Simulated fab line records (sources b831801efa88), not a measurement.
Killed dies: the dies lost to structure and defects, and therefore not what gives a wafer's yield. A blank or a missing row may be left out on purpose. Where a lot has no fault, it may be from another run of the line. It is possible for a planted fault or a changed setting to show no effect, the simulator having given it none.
Which tool is to blame?    flow sky130    Sampling: 14 lots, 42 wafers, 5 of 708 route steps

WHAT THE GAUGES READ, wafer by wafer
No reading from a measuring or inspecting step in the record can be judged against a usual standard deviation.

TOOL THAT RAN EACH LOT (tool first, then ch and the chambers of the sampled wafers, then the start)
lot   SKY_VIA3_ETCH_14                   SKY_METAL4_SPUTTER_01        SKY_CAP2M_SPUTTER_02         SKY_CAP2M_METAL_ETCH_13           SKY_CAP2M_STRIP_14
L140  rieDiel-02 ch 0,1, day 40 01:02    pvdSputter-02, day 40 02:26  pvdSputter-01, day 40 02:38  rieMetal-01 ch 1, day 41 02:19    plasmaAsher-02 ch 0,1, day 41 02:27
L141  rieDiel-04 ch 0,3, day 40 08:02    pvdSputter-02, day 40 09:32  pvdSputter-03, day 40 09:45  rieMetal-03 ch 0,1, day 41 09:52  plasmaAsher-04 ch 0,1, day 41 09:57
L143  rieDiel-03 ch 0,1,3, day 41 07:02  pvdSputter-01, day 41 08:25  pvdSputter-03, day 41 08:38  rieMetal-04 ch 0,1, day 42 07:49  plasmaAsher-04 ch 0,1, day 42 07:54
L147  rieDiel-04 ch 1,2,3, day 43 02:35  pvdSputter-02, day 43 03:58  pvdSputter-04, day 43 04:10  rieMetal-03 ch 0,1, day 44 03:15  plasmaAsher-04 ch 0,1, day 44 03:20
L149  rieDiel-02 ch 1,2, day 43 06:23    pvdSputter-01, day 43 07:59  pvdSputter-04, day 43 08:13  rieMetal-01 ch 1, day 44 07:07    plasmaAsher-02 ch 0, day 44 07:11
L151  rieDiel-03 ch 1,2, day 43 08:05    pvdSputter-02, day 43 09:49  pvdSputter-04, day 43 10:02  rieMetal-03 ch 0,1, day 44 08:44  plasmaAsher-02 ch 0,1, day 44 08:49
L150  rieDiel-04 ch 0,1,3, day 43 08:26  pvdSputter-01, day 43 10:07  pvdSputter-03, day 43 10:20  rieMetal-04 ch 0,1, day 44 09:37  plasmaAsher-01 ch 1, day 44 09:42
L155  rieDiel-02 ch 0,1,2, day 44 10:35  pvdSputter-03, day 44 11:58  pvdSputter-01, day 44 12:11  rieMetal-01 ch 0,1, day 45 10:19  plasmaAsher-02 ch 0,1, day 45 10:24
L154  rieDiel-04 ch 0,2,3, day 44 16:08  pvdSputter-02, day 44 17:49  pvdSputter-03, day 44 18:02  rieMetal-03 ch 0,1, day 45 15:30  plasmaAsher-02 ch 0,1, day 45 15:35
L157  rieDiel-02 ch 0,1,2, day 45 02:17  pvdSputter-02, day 45 04:11  pvdSputter-01, day 45 04:24  rieMetal-03 ch 0,1, day 46 01:58  plasmaAsher-01 ch 0,1, day 46 02:03
L158  rieDiel-02 ch 0,1,3, day 45 05:35  pvdSputter-01, day 45 07:00  pvdSputter-04, day 45 07:13  rieMetal-03 ch 0,1, day 46 04:19  plasmaAsher-01 ch 0,1, day 46 04:24
L159  rieDiel-02 ch 2,3, day 45 06:17    pvdSputter-03, day 45 07:40  pvdSputter-04, day 45 07:53  rieMetal-01 ch 0,1, day 46 04:52  plasmaAsher-02 ch 0,1, day 46 04:56
L160  rieDiel-02 ch 0,1,2, day 45 09:47  pvdSputter-03, day 45 13:34  pvdSputter-04, day 45 13:46  rieMetal-01 ch 0,1, day 46 10:13  plasmaAsher-01 ch 0,1, day 46 10:18
L163  rieDiel-02 ch 2,3, day 46 09:17    pvdSputter-01, day 46 11:14  pvdSputter-03, day 46 11:26  rieMetal-04 ch 0, day 47 06:56    plasmaAsher-02 ch 0,1, day 47 07:03
- SKY_VIA3_ETCH_14: etches BARC in N2/H2, stops on SiO2, time 45.9 s, target depth 60 nm.
- SKY_METAL4_SPUTTER_01: material TiN, target thk 20 nm, time 16.7 s.
- SKY_CAP2M_SPUTTER_02: material TiN, target thk 200 nm, time 166.7 s.
- SKY_CAP2M_METAL_ETCH_13: etches TiN in Cl2/BCl3, stops on SiO2, target depth 220 nm, time 62.9 s.
- SKY_CAP2M_STRIP_14: strips in O2/N2.

AS READ BY THE TOOLS THEMSELVES (means over the sampled wafers that have a number; for cases with no such wafer, the mark the record gives instead)
SKY_VIA3_ETCH_14.
lot   tool        biasW (W)  chamberPressureMTorr (mTorr)  drypumpMotorCurrentA (A)  oesProductAu (a.u.)  throttleValvePct (%)
L140  rieDiel-02  100.07     29.998                        6.1                       0.848                13.217
L141  rieDiel-04  100.17     30.008                        5.2                       0.857                13.218
L143  rieDiel-03  100.23     29.991                        5.6                       0.854                13.230
L147  rieDiel-04  100.09     30.017                        5.5                       0.858                13.223
L149  rieDiel-02  99.86      30.022                        5.5                       0.852                13.216
L151  rieDiel-03  99.97      29.972                        5.2                       0.858                13.226
L150  rieDiel-04  100.01     29.985                        5.5                       0.854                13.217
L155  rieDiel-02  99.97      29.977                        5.8                       0.852                13.226
L154  rieDiel-04  100.02     29.975                        5.1                       0.853                13.223
L157  rieDiel-02  99.99      29.997                        5.8                       0.860                13.228
L158  rieDiel-02  100.29     29.980                        6.2                       0.855                13.224
L159  rieDiel-02  100.02     29.994                        5.9                       0.856                13.227
L160  rieDiel-02  99.91      29.999                        5.8                       0.857                13.231
L163  rieDiel-02  100.21     29.993                        5.9                       0.858                13.223

SKY_METAL4_SPUTTER_01.
lot   tool           throttleValvePct (%)
L140  pvdSputter-02  30.7
L141  pvdSputter-02  30.4
L143  pvdSputter-01  29.5
L147  pvdSputter-02  31.3
L149  pvdSputter-01  29.4
L151  pvdSputter-02  30.9
L150  pvdSputter-01  28.9
L155  pvdSputter-03  30.2
L154  pvdSputter-02  30.6
L157  pvdSputter-02  30.0
L158  pvdSputter-01  29.5
L159  pvdSputter-03  30.4
L160  pvdSputter-03  29.6
L163  pvdSputter-01  29.3

SKY_CAP2M_SPUTTER_02.
lot   tool           throttleValvePct (%)
L140  pvdSputter-01  29.5
L141  pvdSputter-03  30.7
L143  pvdSputter-03  29.3
L147  pvdSputter-04  31.7
L149  pvdSputter-04  32.5
L151  pvdSputter-04  30.3
L150  pvdSputter-03  30.3
L155  pvdSputter-01  29.4
L154  pvdSputter-03  30.2
L157  pvdSputter-01  29.4
L158  pvdSputter-04  30.6
L159  pvdSputter-04  31.0
L160  pvdSputter-04  29.7
L163  pvdSputter-03  29.2

SKY_CAP2M_METAL_ETCH_13.
lot   tool         bcl3FlowSccm (sccm)  biasW (W)  drypumpMotorCurrentA (A)  oesProductAu (a.u.)  throttleValvePct (%)
L140  rieMetal-01  29.99                48.20      5.6                       0.940                21.898
L141  rieMetal-03  29.98                48.28      5.3                       0.940                21.917
L143  rieMetal-04  29.98                48.50      6.0                       0.939                21.906
L147  rieMetal-03  30.12                48.55      5.3                       0.947                21.905
L149  rieMetal-01  -                    -          -                         -                    -
L151  rieMetal-03  -                    -          -                         -                    -
L150  rieMetal-04  29.99                48.49      5.8                       0.944                21.910
L155  rieMetal-01  29.91                48.55      5.9                       0.944                21.895
L154  rieMetal-03  30.00                48.48      5.1                       0.944                21.897
L157  rieMetal-03  29.93                48.38      5.1                       0.930                21.908
L158  rieMetal-03  29.96                48.44      5.1                       0.951                21.890
L159  rieMetal-01  30.05                48.54      6.2                       0.946                21.893
L160  rieMetal-01  30.02                48.61      5.9                       0.952                21.898
L163  rieMetal-04  29.98                48.45      5.5                       0.951                21.895

SKY_CAP2M_STRIP_14.
lot   tool            drypumpMotorCurrentA (A)  o2FlowSccm (sccm)  oesProductAu (a.u.)  stripTimeToEndpointS (s)
L140  plasmaAsher-02  5.84                      3008               0.715                12.60
L141  plasmaAsher-04  5.58                      3007               0.713                12.67
L143  plasmaAsher-04  5.44                      3002               0.709                12.59
L147  plasmaAsher-04  5.43                      3008               0.705                12.64
L149  plasmaAsher-02  5.90                      3013               0.713                14.24
L151  plasmaAsher-02  5.85                      3016               0.717                14.21
L150  plasmaAsher-01  5.80                      3007               0.709                12.66
L155  plasmaAsher-02  5.85                      2996               0.711                12.69
L154  plasmaAsher-02  5.80                      3003               0.712                12.60
L157  plasmaAsher-01  5.97                      3006               0.714                12.64
L158  plasmaAsher-01  5.98                      2985               0.712                12.64
L159  plasmaAsher-02  5.80                      3000               0.712                12.74
L160  plasmaAsher-01  6.14                      3002               0.711                12.64
L163  plasmaAsher-02  5.80                      3011               0.709                12.57

THE ANSWER, worked out from the rows above alone
Rule: what is usual is taken from the lots themselves. The widest of any qualifying gaps counts: lots, ordered by their means at a reading, are off when they make up no more than a third of the lots, leave a main group of 4 or more, and stand apart from it by 3 or more times the standard deviation of that group's means. If all means in a main group match to the digits the tables above print for the reading, that group is not used. Also off: a lot with no number at a reading for which 4 or more lots have one. Any other lot the step has rows for is counted as sound. After the gauges, taken in route order, come the tools' own readings; for these a lot's mean is taken, as printed above. At the first step where some lot is off, the reading lying furthest off is the one used; lots without a number count as furthest.
Off: L149, L151, at SKY_CAP2M_METAL_ETCH_13 (bcl3FlowSccm). Without a number there: L149, L151. Main group: mean 29.99 sccm, sd 0.052.
A tool fits if, at that step or a process step before it, it ran every lot that is off, and no sound lot after the first of them. None of those tried fits.

WHAT THE SIMULATOR HAD PUT IN
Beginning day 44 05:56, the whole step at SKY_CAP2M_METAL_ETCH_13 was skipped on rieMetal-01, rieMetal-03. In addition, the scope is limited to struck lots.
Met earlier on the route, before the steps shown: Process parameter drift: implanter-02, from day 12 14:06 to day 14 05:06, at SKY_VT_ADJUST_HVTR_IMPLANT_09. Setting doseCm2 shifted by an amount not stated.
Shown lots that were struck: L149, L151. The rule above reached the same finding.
